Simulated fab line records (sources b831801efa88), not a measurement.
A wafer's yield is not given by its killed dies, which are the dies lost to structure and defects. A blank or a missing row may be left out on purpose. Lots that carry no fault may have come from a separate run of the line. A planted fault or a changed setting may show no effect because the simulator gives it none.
Chamber matching | flow sfq line | SFQ_TRILAYER_I7_CMP_CMP_184 on cmp-02 has 4 sister chambers
The step polishes SiO2. 8 wafers are shown with their chamber, then 7 later ones without.

## WAFERS WITH THEIR CHAMBER
wafer  | chamber | motor current A (A) | time to endpoint s (s)
L177.3 | 2       | 11.3                | 211
L177.4 | 1       | 10.0                | 231
L178.6 | 2       | 11.6                | 211
L180.1 | 1       | 9.7                 | 225
L180.4 | 3       | 10.4                | 213
L180.5 | 0       | 11.3                | 226
L182.2 | 0       | 11.4                | 214
L182.1 | 3       | 10.8                | 213

## WAFERS MISSING THEIR CHAMBER
wafer  | motor current A (A) | time to endpoint s (s)
L182.5 | 11.4                | 229
L186.3 | 11.0                | 217
L186.4 | 11.1                | 211
L186.6 | 10.8                | 206
L190.1 | 10.5                | 201
L190.2 | 11.4                | 203
L190.5 | 11.5                | 227

## EACH ONE'S CHAMBER
wafer  | from the rows above          | in truth
L182.5 | can't be placed: 0 or 2      | 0
L186.3 | can't be placed: 0 or 3 or 2 | 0
L186.4 | can't be placed: 2 or 0 or 3 | 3
L186.6 | can't be placed: 3 or 2      | 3
L190.1 | 3                            | 3
L190.2 | can't be placed: 2 or 0      | 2
L190.5 | can't be placed: 0 or 2      | 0
Placed correctly: 1 of 7. Cannot be placed on the basis of these rows: 6; the candidates contain the true chamber in 6. Placed wrongly: 0.
How it was worked out, from the rows above alone: a wafer's distance from a chamber is the root of the sum, over the readings, of the square of ((its reading less the chamber's mean) divided by the reading's scatter). If the next closest chamber is less than 2 further off than the closest, the wafer can't be placed; otherwise it belongs to the closest. A chamber's mean is the mean of its shown wafers. The scatter: take each reading less its chamber's mean, square it, sum over the shown wafers, divide by the number of wafers less the number of chambers, and take the root.
